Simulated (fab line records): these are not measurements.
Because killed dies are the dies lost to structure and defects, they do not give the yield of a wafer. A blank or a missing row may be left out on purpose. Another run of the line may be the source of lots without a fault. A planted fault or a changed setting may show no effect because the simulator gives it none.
A lot that was struck, set against a sound lot ; flow sky130 ; 19 out of 708 route steps
Sound: wafers L774.4, L774.5, L774.6. Wafers L784.2, L784.3, L784.5 were the ones struck. The cause is named last.
Order at every step that has rows: each side's tool, ch and its chambers, its first start. Under that, the readings that differ: sound wafers ; struck wafers ; difference of the means ; sigmas: that difference in standard deviations of wafers without a fault.
alike: readings with means less than 2 such deviations apart, plus words and numbers identical on both sides. not compared: withheld readings, readings lacking a value on some wafer, bounds such as >300 that could conceal the same value, and numbers that have no deviation in the record and whose values overlap.
The two part at a step that has a row with sigmas, a row that says differs or no value, or rows on one side only. When numbers do not overlap yet have no deviation, they are printed without sigmas and do not part them. A reading that every wafer of one side lacks parts them only if that side has two wafers or more.

first, 1 step without rows for these wafers: SKY_VT_ADJUST_HVTP_DEVELOP_06 (develop time 60 s).
SKY_VT_ADJUST_HVTP_CD_MEAS_07 targets a cd of 380 nm.
  struck on cd-sem-02, day 8 23:35; sound on cd-sem-01, day 6 07:13
  alike: cd-nm
SKY_VT_ADJUST_HVTP_OVL_MEAS_08:
  struck on overlay-02, day 8 23:41; sound on overlay-02, day 6 07:17
  alike: VT_ADJUST_HVTP_OVL
following that, these wafers have no rows for 1 step: SKY_VT_ADJUST_HVTP_IMPLANT_09.
SKY_VT_ADJUST_HVTP_STRIP_10: strips in O2/N2.
  sound on plasma-asher-03 ch 0,1, day 6 07:30; struck on plasma-asher-01 ch 0,1, day 8 23:52
  alike: drypump-motor-current-A, oes-product-au, strip-time-to-endpoint-s
  not compared: rf-hours-counter-h
SKY_VT_ADJUST_HVTP_TW_MEAS_11:
  struck on film-metro-02, day 8 23:58; sound on film-metro-02, day 6 07:35
  alike: VT_ADJUST_HVTP_TW
then, 6 steps without rows for these wafers: SKY_VT_ADJUST_LVTN_DEHYDRATE_00 (time 60 s); SKY_VT_ADJUST_LVTN_HMDS_01 (prime time 60 s); SKY_VT_ADJUST_LVTN_COAT_02 (resist thk 3000 nm); SKY_VT_ADJUST_LVTN_SOFTBAKE_03; SKY_VT_ADJUST_LVTN_EXPOSE_04 (exposes mask NWM COMPLEMENT LESS NATIVE, target cd 840 nm); SKY_VT_ADJUST_LVTN_PEB_05.
SKY_VT_ADJUST_LVTN_DEVELOP_06: develop time 60 s.
  sound on litho-track-04 ch 0, day 7 02:00; struck on litho-track-03 ch 0, day 9 21:00
SKY_VT_ADJUST_LVTN_OVL_MEAS_07:
  struck on overlay-01, day 9 21:50; sound on overlay-02, day 7 02:19
reading;sound;struck;difference;sigmas
VT_ADJUST_LVTN_OVL (nm);1.0 -2.9 0.2;- - -;no value on the struck wafers;
following that, these wafers have no rows for 1 step: SKY_VT_ADJUST_LVTN_IMPLANT_08.
SKY_VT_ADJUST_LVTN_STRIP_09: strips in O2/N2.
  sound on plasma-asher-01 ch 0,1, day 7 02:32; struck on plasma-asher-01 ch 0,1, day 9 22:01
  alike: drypump-motor-current-A, oes-product-au, strip-time-to-endpoint-s
  not compared: rf-hours-counter-h
SKY_VT_ADJUST_LVTN_TW_MEAS_10:
  struck on film-metro-03, day 9 22:08; sound on film-metro-02, day 7 02:37
reading;sound;struck;difference;sigmas
VT_ADJUST_LVTN_TW;244.8 244.2 244.2;30.1 30.3 30.2;-214.2;-99 or more
then, 1 step without rows for these wafers: SKY_VT_ADJUST_LVTN_DEHYDRATE_11 (time 60 s).
-- a jump in the record: the struck wafers' starts before and after are 39 days apart (it breaks off in module VT_ADJUST_LVTN and resumes in module PAD_OPEN, where the first step shown is number 708 of the route) --
SKY_PAD_OPEN_PROBE_99:
  rows exist in the record for the struck wafers here (prober-02, day 48 22:32), but not for the sound ones

WHERE THEY PART
Earliest at SKY_VT_ADJUST_LVTN_OVL_MEAS_07; latest, in this record, at SKY_PAD_OPEN_PROBE_99.

WHY: whatever the simulator had introduced
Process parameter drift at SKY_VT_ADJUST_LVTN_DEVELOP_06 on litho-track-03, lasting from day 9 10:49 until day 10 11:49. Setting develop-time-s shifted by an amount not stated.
